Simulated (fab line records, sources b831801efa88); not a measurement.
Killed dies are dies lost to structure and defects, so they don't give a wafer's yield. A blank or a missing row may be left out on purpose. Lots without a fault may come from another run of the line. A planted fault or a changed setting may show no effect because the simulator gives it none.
One fault seen from 2 desks | flow sky130 | each desk has only its own numbers; what lay behind them comes last

THE TOOL OWNER'S DESK: litho_track-04
The tool's own readings at SKY_POLY_GATE_DEVELOP_12 (develop time 60 s): means of the sampled wafers that have a number, for each lot that ran on this tool. A lot is out of limits, marked OUT, if its mean lies more than 4 standard deviations from the usual mean; the brackets give that distance.
Columns: A = developer_temp_C at SKY_POLY_GATE_DEVELOP_12, usual 21.01 C
lot  | first seen here | A
L852 | day 17 22:00    | 20.96
L854 | day 18 11:00    | 18.84 (-20) OUT
L855 | day 19 08:00    | 18.90 (-19) OUT
L856 | day 19 09:00    | 18.93 (-19) OUT
This desk's finding: out of limits on L854, L855, L856; first on L854, day 18 11:00 (developer_temp_C at SKY_POLY_GATE_DEVELOP_12). In limits: L852.

THE METROLOGY DESK
What the gauges read, lot by lot, whatever tool the lot ran on: means of the sampled wafers that have a number. A lot is out of limits, marked OUT, if its mean lies more than 4 standard deviations from the usual mean; the brackets give that distance.
Columns: A = POLY_GATE_TW at SKY_RES_PROTECT_TW_MEAS_08, usual 4067; B = POLY_GATE_CVD_03_THK at SKY_POLY_GATE_THK_MEAS_04, usual 75.1 nm; C = cd_nm at SKY_POLY_GATE_CD_MEAS_13, usual 149.5 nm
lot  | first seen here | A    | B    | C
L852 | day 16 14:16    | 4133 | 74.8 | 148.7
L854 | day 17 04:39    | 4148 | 74.6 | 151.2
L855 | day 18 00:02    | 4002 | 74.7 | 150.6
L856 | day 18 01:20    | 4171 | 75.7 | 154.7
L867 | day 22 01:13    | 4157 | 73.4 | 149.8
L869 | day 22 11:22    | 4044 | 76.0 | 148.7
L871 | day 23 00:50    | 4117 | 74.9 | 147.9
This desk's finding: nothing out of limits on any of the 7 lots.

PUT TOGETHER
The tool owner's desk could have raised an alarm at day 18 11:00, on L854, L855, L856.
The metrology desk saw nothing out of limits.
The metrology desk has L854, L855, L856 on record, within its limits.
Of the lots named, all ran SKY_POLY_GATE_DEVELOP_12 on litho_track-04.

WHAT THE SIMULATOR HAD PUT IN
Process parameter drift: litho_track-04, from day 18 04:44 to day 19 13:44, at SKY_POLY_GATE_DEVELOP_12. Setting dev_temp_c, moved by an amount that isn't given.
Lots struck among those shown: L854, L855, L856.
Hours from the fault's start to each desk's first reading out of limits: the tool owner's desk, 6.
